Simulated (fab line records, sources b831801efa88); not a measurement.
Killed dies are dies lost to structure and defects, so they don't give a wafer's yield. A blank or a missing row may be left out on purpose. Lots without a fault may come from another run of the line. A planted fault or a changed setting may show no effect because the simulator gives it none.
Which tool did it? | flow sky130 | 12 lots, 36 wafers sampled, at 5 steps of a route of 708

WHAT THE GAUGES READ, wafer by wafer
SKY_FIELD_ISO_THK_MEAS_04.
lot  | measured    | on            | FIELD_ISO_CVD_03_THK (nm)
L989 | day 1 14:36 | film_metro-03 | 168.3 167.6 167.2
L990 | day 1 18:29 | film_metro-02 | 164.7 165.2 163.8
L991 | day 2 00:29 | film_metro-01 | 167.9 167.3 168.7
L992 | day 2 07:18 | film_metro-01 | 166.8 165.7 165.7
L993 | day 2 10:17 | film_metro-02 | 164.6 165.8 167.4
L997 | day 3 05:31 | film_metro-01 | 166.2 166.7 166.8
L998 | day 3 10:29 | film_metro-01 | 165.0 166.2 164.6
L100 | day 3 22:34 | film_metro-03 | 167.4 166.5 166.5
L106 | day 5 05:49 | film_metro-03 | 168.0 166.6 165.4
L108 | day 5 14:20 | film_metro-02 | 163.9 164.9 164.7
L109 | day 5 18:41 | film_metro-01 | 167.1 165.8 166.6
L111 | day 6 03:29 | film_metro-02 | 165.8 167.6 165.8

SKY_FIELD_ISO_THK_MEAS_25.
lot  | measured    | on            | FIELD_ISO_CVD_24_THK (nm)
L989 | day 2 07:10 | film_metro-03 | 605 589 602
L990 | day 2 11:41 | film_metro-03 | 600 598 600
L991 | day 2 17:53 | film_metro-02 | 599 601 601
L992 | day 3 00:33 | film_metro-01 | 609 607 601
L993 | day 3 04:56 | film_metro-01 | 598 609 602
L997 | day 4 01:06 | film_metro-03 | 602 612 1075
L998 | day 4 06:21 | film_metro-01 | 1060 603 598
L100 | day 4 18:01 | film_metro-03 | 1063 588 1066
L106 | day 6 01:57 | film_metro-01 | 598 600 588
L108 | day 6 12:08 | film_metro-01 | 600 595 604
L109 | day 6 16:02 | film_metro-02 | 601 590 602
L111 | day 7 01:55 | film_metro-02 | 603 592 600

SKY_NWELL_OVL_MEAS_10.
lot  | measured    | on         | NWELL_00_OVL (nm)
L989 | day 4 12:43 | overlay-02 | 1.0 -0.4 1.2
L990 | day 4 17:44 | overlay-01 | -1.1 -0.1 -0.6
L991 | day 4 23:34 | overlay-02 | -1.4 -1.0 -0.2
L992 | day 5 06:14 | overlay-01 | -0.6 1.0 0.6
L993 | day 5 14:25 | overlay-02 | 1.4 2.6 0.2
L997 | day 6 11:36 | overlay-02 | -1.1 0.4 0.4
L998 | day 6 16:17 | overlay-02 | 1.9 1.5 1.0
L100 | day 7 08:46 | overlay-01 | 0.8 2.0 -0.8
L106 | day 8 17:41 | overlay-02 | 2.6 0.7 1.1
L108 | day 9 06:07 | overlay-02 | 0.7 -0.5 0.1
L109 | day 9 10:07 | overlay-02 | -0.3 -1.0 -1.1
L111 | day 9 22:01 | overlay-01 | 0.7 -0.9 1.8

WHICH TOOL RAN EACH LOT (tool, then ch and the chambers of the sampled wafers, then the start)
lot  | SKY_FIELD_ISO_CVD_24            | SKY_FIELD_ISO_CMP_27
L989 | hdpcvd-02 ch 0,1,2, day 2 07:05 | cmp-01 ch 0,1,3, day 2 09:58
L990 | hdpcvd-01 ch 0,2, day 2 11:37   | cmp-02 ch 0,2, day 2 14:34
L991 | hdpcvd-02 ch 0,1,2, day 2 17:47 | cmp-01 ch 0,3, day 2 20:49
L992 | hdpcvd-02 ch 0,1,2, day 3 00:28 | cmp-01 ch 0,1,3, day 3 02:06
L993 | hdpcvd-02 ch 0,2, day 3 04:52   | cmp-01 ch 0,2,3, day 3 07:39
L997 | hdpcvd-02 ch 0,1,2, day 4 01:02 | cmp-01 ch 0,1, day 4 04:01
L998 | hdpcvd-02 ch 0,1,2, day 4 06:16 | cmp-01 ch 2,3, day 4 09:03
L100 | hdpcvd-02 ch 1,2, day 4 17:57   | cmp-02 ch 0,1,2, day 4 21:25
L106 | hdpcvd-01 ch 0,1,2, day 6 01:52 | cmp-02 ch 0,2,3, day 6 03:38
L108 | hdpcvd-01 ch 0,2, day 6 12:03   | cmp-01 ch 0,3, day 6 14:44
L109 | hdpcvd-01 ch 0,1, day 6 15:58   | cmp-01 ch 1,2,3, day 6 17:39
L111 | hdpcvd-01 ch 0,1,2, day 7 01:50 | cmp-01 ch 0,3, day 7 03:29
- SKY_FIELD_ISO_CVD_24: deposits SiO2, target thk 595 nm, time 99.2 s.
- SKY_FIELD_ISO_CMP_27: polishes, stops on Si3N4, t overpolish 16 s, target thk 457.8 nm.

WHAT THE TOOLS THEMSELVES READ (means of the sampled wafers that have a number; where no wafer has one, the mark that the record gives instead)
SKY_FIELD_ISO_CMP_27.
lot  | tool   | motor_current_A (A) | platen_rpm (rpm) | time_to_endpoint_s (s)
L989 | cmp-01 | 12.3                | 60.02            | 107
L990 | cmp-02 | 12.3                | 59.99            | 116
L991 | cmp-01 | 12.2                | 60.01            | 108
L992 | cmp-01 | 12.7                | 60.00            | 109
L993 | cmp-01 | 12.8                | 60.04            | 111
L997 | cmp-01 | 12.3                | 59.98            | 136
L998 | cmp-01 | 12.7                | 59.98            | 143
L100 | cmp-02 | 12.0                | 59.99            | 166
L106 | cmp-02 | 12.4                | 60.01            | 107
L108 | cmp-01 | 12.2                | 59.97            | 112
L109 | cmp-01 | 12.4                | 60.01            | 112
L111 | cmp-01 | 12.0                | 60.00            | 111

THE ANSWER, worked out from the rows above alone
Rule: what is usual is taken from the lots themselves. Put in order of their means at a reading, lots are off if they are a third of the lots or fewer, leave a main group of 4 or more, and stand apart from it by a gap of 3 or more times the standard deviation of the main group's means; of several such gaps the widest counts. A main group whose means are all the same, to the digits that the tables above print for the reading, isn't used. A lot without any number at a reading at which 4 lots or more have one is off too. The other lots that the step has rows for count as sound. The gauges are gone through in route order, then the tools' own readings, and for those a lot's mean is taken as printed above. The first step at which some lot is off is used, and at that step the reading that is off furthest; a lot without a number counts as furthest.
Off: L997, L998, L100, at SKY_FIELD_ISO_THK_MEAS_25 (FIELD_ISO_CVD_24_THK). The main group: mean 600 nm, standard deviation 2.9.
A tool fits if, at a process step before that reading, it ran every lot that is off, and no sound lot after the first of them. The gauges at SKY_FIELD_ISO_THK_MEAS_25 aren't tried: what is off there is off at SKY_FIELD_ISO_CMP_27 too, on other tools, and a gauge's error can't cause that. One fits: hdpcvd-02 at SKY_FIELD_ISO_CVD_24. Its last sound lot is L993 (day 3 04:52), its first lot that is off L997 (day 4 01:02): a fault that began between those two fits.

WHAT THE SIMULATOR HAD PUT IN
Process parameter drift: hdpcvd-02, from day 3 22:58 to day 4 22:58, at SKY_FIELD_ISO_CVD_24. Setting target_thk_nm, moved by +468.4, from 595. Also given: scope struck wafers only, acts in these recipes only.
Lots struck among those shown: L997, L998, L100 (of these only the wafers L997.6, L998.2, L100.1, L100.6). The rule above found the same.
